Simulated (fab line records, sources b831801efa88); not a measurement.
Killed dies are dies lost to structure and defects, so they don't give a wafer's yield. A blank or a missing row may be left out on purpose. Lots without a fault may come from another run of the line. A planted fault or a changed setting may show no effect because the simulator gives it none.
Chamber matching | flow gf180mcu | GF_V1_ETCH_16 on rie_diel-02: 4 sister chambers
The step etches BARC in N2/H2. 4 wafers are shown with their chamber, then 8 later ones without.

WAFERS WITH THEIR CHAMBER
wafer  | chamber | drypump_motor_current_A (A)
L765.4 | 1       | 6.2
L765.5 | 2       | 5.9
L765.6 | 3       | 5.3
L769.3 | 0       | 5.8

WAFERS WITHOUT THEIR CHAMBER
wafer  | drypump_motor_current_A (A)
L769.5 | 5.8
L769.6 | 6.1
L770.1 | 6.1
L770.3 | 5.9
L770.6 | 5.9
L772.1 | 6.2
L772.5 | 5.9
L772.6 | 5.3

WHICH CHAMBER EACH WENT THROUGH
wafer  | from the rows above     | in truth
L769.5 | 0                       | 0
L769.6 | can't be placed: 1 or 2 | 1
L770.1 | can't be placed: 1 or 2 | 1
L770.3 | 2                       | 2
L770.6 | 2                       | 2
L772.1 | 1                       | 1
L772.5 | 2                       | 2
L772.6 | 3                       | 3
Placed correctly: 6 of 8. Can't be placed from these rows: 2 (the true chamber is among the candidates in 2). Placed wrongly: 0.
How it was worked out, from the rows above alone: a wafer's distance from a chamber is the root of the sum, over the readings, of the square of ((its reading less the chamber's mean) divided by the reading's scatter). The wafer belongs to the nearest chamber; if the next one is less than 2 further off, it can't be placed. A chamber's mean is the mean of its shown wafers. The scatter: with one shown wafer a chamber, the root of the mean of the squares of how far each hidden wafer lies from its nearest shown one.
